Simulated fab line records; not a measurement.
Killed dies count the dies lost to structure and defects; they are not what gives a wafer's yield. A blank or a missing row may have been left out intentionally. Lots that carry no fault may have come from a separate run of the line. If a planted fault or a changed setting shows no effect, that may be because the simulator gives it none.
Code-filled problem report in 8D (eight disciplines) form :: flow sky130 :: the parts of the form that need people (team, actions taken, sign-off) are left out

== 1. WHAT WENT WRONG ==
At SKY_NWELL_STRIP_14, strip time to endpoint s averages 23.49 s over 2 wafers from 2 lots, while fault-free wafers read 36.87 s, standard deviation 0.12. That is -99 or more standard deviations from the usual mean.
The step: strips in O2/N2.
First observed at day 6 20:43: wafer L601.5, on plasma asher-04. At this step, 37 wafers from 13 lots have a number in the record. The rule behind "out" and "out of limits": a value lying over 4 standard deviations away from the usual mean. The other wafers with a number count as sound.

== 2. WHAT IT IS AND WHAT IT IS NOT ==
question: which readings at this step
is: strip time to endpoint s
is not: drypump motor current A, oes product au

question: which lots
is: L601, L602
is not: L592, L593, L594, L595, L596, L597, L598, L599, L603, L612, L613

question: which wafers of those lots
is: L601.5, L602.5
is not: L601.1, L602.4

question: read on which tools
is: plasma asher-02, plasma asher-04
is not: plasma asher-03

question: when
is: from day 6 20:43
is not: up to then (25 sound wafers); but 10 sound wafers of L602, L603, L612, L613 came after

== 3. THE SUSPECTS, EACH WITH WHAT RULES IT OUT ==
Counting: any tool at a process step up to the reading remains a suspect provided it ran every lot that is out. Sound lots after the first of them don't rule it out here, since some wafers of a struck lot are sound.
- litho track-01 at SKY_NWELL_COAT_05 (resist thk 3000 nm): kept. It processed each lot that is out (first: L601, day 6 10:12); up to then, its last sound lot is L599 (day 6 00:07).
The count leaves litho track-01 at SKY_NWELL_COAT_05.

== 4. THE CAUSE (what the simulator had put in) ==
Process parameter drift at SKY_NWELL_COAT_05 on litho track-01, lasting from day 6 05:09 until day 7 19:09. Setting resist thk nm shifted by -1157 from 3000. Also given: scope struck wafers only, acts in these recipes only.
After counting, this tool was the only one left.

== 5. THE EFFECT CHAIN, in route order ==
Each row: a reading where the mean over the struck wafers with a number is more than 3 standard deviations away from the usual. Scope: only readings with a usual standard deviation given in the record; hours: median across lots of the time from each lot's start at the first step in this table that gives one to its start at this step; sigmas: change in usual standard deviations.
hours: 0
step: SKY_NWELL_STRIP_14
reading: strip time to endpoint s
usual: 36.87 s
on struck wafers: 23.49
change: -13.38
sigmas: -99 or more
Process steps it contains:
- SKY_NWELL_STRIP_14: strips in O2/N2.
At these later measuring or inspecting steps, every struck wafer for which the step has a row has a number for every such reading, and none has moved that far: SKY_NWELL_RS_MEAS_29.

== 6. HOW IT WOULD HAVE BEEN CAUGHT EARLIER ==
First out-of-limits reading in this record: day 6 20:43, which is 16 hours after fault onset at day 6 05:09.
By day 6 20:43, every lot that is out (2) had started SKY_NWELL_COAT_05 on litho track-01. Tool hold at that time: it would have spared none of them.
